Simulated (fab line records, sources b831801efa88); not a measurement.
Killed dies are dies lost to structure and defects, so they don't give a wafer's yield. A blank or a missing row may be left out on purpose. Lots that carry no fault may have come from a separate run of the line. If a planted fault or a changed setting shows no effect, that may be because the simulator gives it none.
8D (eight disciplines) problem report, filled in by code + flow gf180mcu + the parts of the form that need people (team, actions taken, sign-off) are left out

## 1. THE PROBLEM
Mean STI_CVD_03_THK at GF_STI_THK_MEAS_04: 145.1 nm over 6 wafers in 2 lots; fault-free wafers: 206.8 nm, standard deviation 2.1. Measured from the usual mean, that is -29 standard deviations.
The first sign was on wafer L869.1 at day 4 10:44, on film-metro-04. The record holds 36 wafers of 12 lots with a number at this step. Rule for "out", or "out of limits": more than 4 standard deviations from the usual mean. The other wafers with a number count as sound.

## 2. WHAT THIS IS AND IS NOT
| question                    | is                           | is not                                                                    |
|-----------------------------|------------------------------|---------------------------------------------------------------------------|
| which readings at this step | STI_CVD_03_THK               | -                                                                         |
| which lots                  | L869, L872                   | L858, L860, L861, L862, L863, L866, L867, L868, L870, L879                |
| which wafers of those lots  | all that have a number       | -                                                                         |
| read on which gauges        | film-metro-02, film-metro-04 | film-metro-01                                                             |
| when                        | from day 4 10:44             | up to then (24 sound wafers); but 6 sound wafers of L870, L879 came after |

## 3. SUSPECTS, AND WHAT RULES EACH OUT
Counting: a tool at a process step up to the reading stays a suspect if it ran every lot that is out and no sound lot after the first of them.
- the gauge at GF_STI_THK_MEAS_04 is ruled out. The wafers that are out were read on 2 gauges (film-metro-02, film-metro-04).
- lpcvd-01 at GF_STI_CVD_03 (deposits Si3N4 from DCS/NH3, target thk 207.16 nm, time 3551 s): kept. Every lot that is out went through it, starting with L869 (day 4 08:45), and after that it ran no sound lot; the last sound lot it ran before then is L867 (day 3 18:41).
The count leaves lpcvd-01 at GF_STI_CVD_03.

## 4. THE CAUSE (what the simulator had put in)
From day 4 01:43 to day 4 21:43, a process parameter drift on lpcvd-01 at GF_STI_CVD_03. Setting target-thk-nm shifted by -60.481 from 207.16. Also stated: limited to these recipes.
Only this tool survived the counting.

## 5. SEQUENCE OF EFFECTS, ordered by route
Rows list readings where the struck wafers' mean (over those with a number) sits beyond 3 standard deviations from the usual. Only readings for which the record gives a usual standard deviation are gone through. hours: the time from each lot's start at the first step in this table that gives one to its start at this step, as a median over the lots. sigmas: the change in usual standard deviations.
| hours | step               | reading            | usual      | on struck wafers | change | sigmas |
|-------|--------------------|--------------------|------------|------------------|--------|--------|
| 0     | GF_STI_THK_MEAS_04 | STI_CVD_03_THK     | 206.8 nm   | 145.1            | -61.7  | -29    |
| 14    | GF_STI_ETCH_13     | oes-product-au     | 0.832 a.u. | 0.695            | -0.137 | -21    |
| 14    | GF_STI_ETCH_13     | throttle-valve-pct | 8.811 %    | 8.761            | -0.050 | -5.3   |
Here are the process steps it includes:
- GF_STI_ETCH_13: etches the open film in CHF3/O2, stops on Si, target depth 282.31 nm, time 112.9 s.
Later measuring or inspecting steps at which every struck wafer that the step has a row for has a number for every such reading, and none has moved that far: GF_HV_LDD_CD_MEAS_46.

## 6. HOW IT WOULD HAVE BEEN CAUGHT EARLIER
9 hours passed between the start of the fault at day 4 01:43 and the first reading out of limits at a measuring or inspecting step in this record, taken at day 4 10:44.
No tool reading at GF_STI_CVD_03 that has a usual standard deviation in the record was out on any struck wafer, so an alarm limit of 4 standard deviations on those readings would not have fired.
Lots out: 2; of these, L872 started GF_STI_CVD_03 on lpcvd-01 after day 4 10:44. It would have been spared by a hold on the tool at that moment.
